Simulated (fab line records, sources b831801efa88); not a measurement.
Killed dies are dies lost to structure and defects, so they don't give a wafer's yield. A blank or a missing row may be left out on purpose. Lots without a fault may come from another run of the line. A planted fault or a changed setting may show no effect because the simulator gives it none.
Which tool was responsible? | flow gf180mcu | 33 wafers from 11 lots sampled at 6 of the route's 602 steps

WHAT THE GAUGES SHOWED, per wafer
GF_POLY_GATE_THK_MEAS_01.
lot  | measured     | on            | POLY_GATE_CVD_00_THK (nm)
L902 | day 9 06:04  | film metro-03 | 198.2 198.3 198.5
L903 | day 9 10:23  | film metro-02 | 201.3 200.3 199.6
L904 | day 9 22:50  | film metro-02 | 200.0 197.1 200.2
L907 | day 10 14:30 | film metro-02 | 200.1 200.6 201.2
L909 | day 11 03:10 | film metro-03 | 201.4 200.7 201.2
L911 | day 11 18:56 | film metro-02 | 199.8 201.4 200.4
L916 | day 13 03:29 | film metro-02 | 197.8 196.6 199.1
L920 | day 14 05:02 | film metro-04 | 197.6 198.1 195.4
L921 | day 14 13:45 | film metro-04 | 198.7 199.9 198.1
L922 | day 14 19:32 | film metro-04 | 199.8 198.3 196.5
L923 | day 15 04:26 | film metro-02 | 201.9 202.0 202.3

GF_HV_LDD_TW_MEAS_11.
lot  | measured     | on            | HV_LDD_TW
L902 | day 10 20:37 | film metro-03 | 2448 2446 2441
L903 | day 11 02:18 | film metro-01 | 2400 2383 2403
L904 | day 11 15:58 | film metro-03 | 2435 2418 2435
L907 | day 12 06:20 | film metro-01 | 2402 2412 2407
L909 | day 12 20:55 | film metro-04 | 2210 2218 2201
L911 | day 13 12:41 | film metro-03 | 2206 2204 2228
L916 | day 14 23:40 | film metro-01 | 2407 2411 2402
L920 | day 16 03:01 | film metro-03 | 2422 2437 2430
L921 | day 16 12:50 | film metro-03 | 2426 2452 2444
L922 | day 16 19:56 | film metro-03 | 2448 2435 2436
L923 | day 17 04:04 | film metro-01 | 2400 2408 2404

GF_HV_LDD_RS_MEAS_53: a four-point-probe measurement.
lot  | measured     | on            | HV_LDD_RS (ohm/sq)
L902 | day 13 09:04 | film metro-01 | 417.1 416.4 418.0
L903 | day 13 15:11 | film metro-04 | 419.5 419.7 420.1
L904 | day 14 05:52 | film metro-04 | 418.8 420.6 420.1
L907 | day 14 21:43 | film metro-04 | 418.8 418.2 419.1
L909 | day 15 13:29 | film metro-01 | 396.0 395.7 395.9
L911 | day 16 07:20 | film metro-03 | 396.0 395.4 395.2
L916 | day 18 00:49 | film metro-03 | 419.3 419.9 419.4
L920 | day 19 04:17 | film metro-01 | 420.2 419.1 418.6
L921 | day 19 15:26 | film metro-04 | 421.4 420.1 420.1
L922 | day 19 22:26 | film metro-03 | 417.7 417.5 417.6
L923 | day 20 07:16 | film metro-01 | 420.1 419.0 419.5

WHICH TOOL RAN EACH LOT (tool, then ch and the chambers of the sampled wafers, then the start)
lot  | GF_DUAL_GATE_STRIP_13                | GF_HV_LDD_IMPLANT_09            | GF_HV_LDD_STRIP_10
L902 | plasma asher-01 ch 0,1, day 9 02:19  | implanter-04 ch 0, day 10 20:25 | plasma asher-04 ch 0,1, day 10 20:31
L903 | plasma asher-03 ch 0,1, day 9 07:20  | implanter-02 ch 0, day 11 02:03 | plasma asher-03 ch 0,1, day 11 02:12
L904 | plasma asher-02 ch 0,1, day 9 19:47  | implanter-03 ch 0, day 11 15:43 | plasma asher-03 ch 0,1, day 11 15:52
L907 | plasma asher-01 ch 0,1, day 10 10:29 | implanter-02 ch 0, day 12 06:05 | plasma asher-04 ch 0,1, day 12 06:14
L909 | plasma asher-02 ch 0,1, day 10 22:47 | implanter-04 ch 0, day 12 20:41 | plasma asher-01 ch 0,1, day 12 20:49
L911 | plasma asher-02 ch 1, day 11 14:02   | implanter-04 ch 0, day 13 12:27 | plasma asher-01 ch 0,1, day 13 12:35
L916 | plasma asher-03 ch 0,1, day 12 21:35 | implanter-02 ch 0, day 14 23:25 | plasma asher-04 ch 0,1, day 14 23:34
L920 | plasma asher-03 ch 0,1, day 14 01:47 | implanter-02 ch 0, day 16 02:46 | plasma asher-01 ch 0,1, day 16 02:55
L921 | plasma asher-01 ch 0,1, day 14 08:50 | implanter-04 ch 0, day 16 12:35 | plasma asher-01 ch 0,1, day 16 12:44
L922 | plasma asher-02 ch 0,1, day 14 16:14 | implanter-03 ch 0, day 16 19:41 | plasma asher-03 ch 0,1, day 16 19:50
L923 | plasma asher-01 ch 0,1, day 15 01:21 | implanter-04 ch 0, day 17 03:50 | plasma asher-01 ch 0,1, day 17 03:58
- GF_DUAL_GATE_STRIP_13: strips in O2/N2.
- GF_HV_LDD_IMPLANT_09
- GF_HV_LDD_STRIP_10: strips in O2/N2.

AS READ BY THE TOOLS THEMSELVES (means over the sampled wafers that have a number; for cases with no such wafer, the mark the record gives instead)
GF_DUAL_GATE_STRIP_13.
lot  | tool            | chamber pressure mTorr (mTorr) | drypump motor current A (A) | heater power w (W) | oes product au (a.u.) | platen temp c (C) | strip time to endpoint s (s)
L902 | plasma asher-01 | 1500.1                         | 5.7                         | 314                | 0.717                 | 249.89            | 12.65
L903 | plasma asher-03 | 1499.7                         | 5.9                         | 326                | 0.717                 | 250.11            | 12.64
L904 | plasma asher-02 | 1499.0                         | 5.3                         | 336                | 0.720                 | 249.80            | 12.58
L907 | plasma asher-01 | 1500.7                         | 5.7                         | 321                | 0.719                 | 250.01            | 12.65
L909 | plasma asher-02 | 1499.0                         | 5.3                         | 331                | 0.719                 | 250.06            | 12.67
L911 | plasma asher-02 | 1498.3                         | 5.1                         | 337                | 0.716                 | 250.11            | 12.68
L916 | plasma asher-03 | 1500.8                         | 5.5                         | 317                | 0.715                 | 249.82            | 12.62
L920 | plasma asher-03 | 1499.6                         | 5.5                         | 317                | 0.717                 | 249.96            | 12.59
L921 | plasma asher-01 | 1499.3                         | 5.7                         | 322                | 0.716                 | 249.99            | 12.60
L922 | plasma asher-02 | 1500.4                         | 5.5                         | 331                | 0.715                 | 249.80            | 12.65
L923 | plasma asher-01 | 1499.7                         | 5.5                         | 315                | 0.718                 | 249.95            | 12.56

GF_HV_LDD_IMPLANT_09.
lot  | tool         | tilt deg (degrees)
L902 | implanter-04 | 6.996
L903 | implanter-02 | 7.010
L904 | implanter-03 | 7.010
L907 | implanter-02 | 7.021
L909 | implanter-04 | 0.004
L911 | implanter-04 | -0.017
L916 | implanter-02 | 6.999
L920 | implanter-02 | 7.041
L921 | implanter-04 | 6.973
L922 | implanter-03 | 7.000
L923 | implanter-04 | 6.997

GF_HV_LDD_STRIP_10.
lot  | tool            | chamber pressure mTorr (mTorr) | drypump motor current A (A) | heater power w (W) | oes product au (a.u.) | platen temp c (C) | strip time to endpoint s (s)
L902 | plasma asher-04 | 1500.0                         | 6.5                         | 329                | 0.722                 | 250.08            | 12.67
L903 | plasma asher-03 | 1499.9                         | 5.5                         | 319                | 0.714                 | 250.10            | 12.56
L904 | plasma asher-03 | 1500.4                         | 5.5                         | 318                | 0.716                 | 249.96            | 12.65
L907 | plasma asher-04 | 1499.2                         | 6.3                         | 340                | 0.715                 | 250.02            | 12.60
L909 | plasma asher-01 | 1499.7                         | 5.4                         | 315                | 0.714                 | 250.07            | 12.58
L911 | plasma asher-01 | 1499.6                         | 5.4                         | 315                | 0.713                 | 249.95            | 12.61
L916 | plasma asher-04 | 1500.5                         | 6.3                         | 339                | 0.711                 | 250.03            | 12.58
L920 | plasma asher-01 | 1500.2                         | 5.5                         | 314                | 0.719                 | 249.96            | 12.59
L921 | plasma asher-01 | 1499.9                         | 5.7                         | 321                | 0.715                 | 250.10            | 12.59
L922 | plasma asher-03 | 1499.6                         | 5.9                         | 319                | 0.716                 | 249.95            | 12.61
L923 | plasma asher-01 | 1499.1                         | 5.4                         | 315                | 0.717                 | 249.90            | 12.57

THE ANSWER, worked out from the rows above alone
Rule: usual is defined by the lots themselves. The widest of any qualifying gaps counts: lots, ordered by their means at a reading, are off when they make up no more than a third of the lots, leave a main group of 4 or more, and stand apart from it by 3 or more times the standard deviation of that group's means. A main group whose means are all the same, to the digits that the tables above print for the reading, isn't used. A lot without any number at a reading at which 4 lots or more have one is off too. The other lots that the step has rows for count as sound. First the gauges in route order, then the tools' own readings, where a lot's mean is used as printed above. At the first step where some lot is off, the reading lying furthest off is the one used; lots without a number count as furthest.
Off: L909, L911, seen at GF_HV_LDD_TW_MEAS_11 (HV_LDD_TW). The main group has a mean of 2422 with a standard deviation of 18.
A tool fits if, at a process step before that reading, it ran every lot that is off, and no sound lot after the first of them. Not tried: the gauges at GF_HV_LDD_TW_MEAS_11; whatever is off there is also off at GF_HV_LDD_IMPLANT_09, on other tools, and gauge error can't account for it. No candidate that was tried fits.

WHAT THE SIMULATOR HAD PUT IN
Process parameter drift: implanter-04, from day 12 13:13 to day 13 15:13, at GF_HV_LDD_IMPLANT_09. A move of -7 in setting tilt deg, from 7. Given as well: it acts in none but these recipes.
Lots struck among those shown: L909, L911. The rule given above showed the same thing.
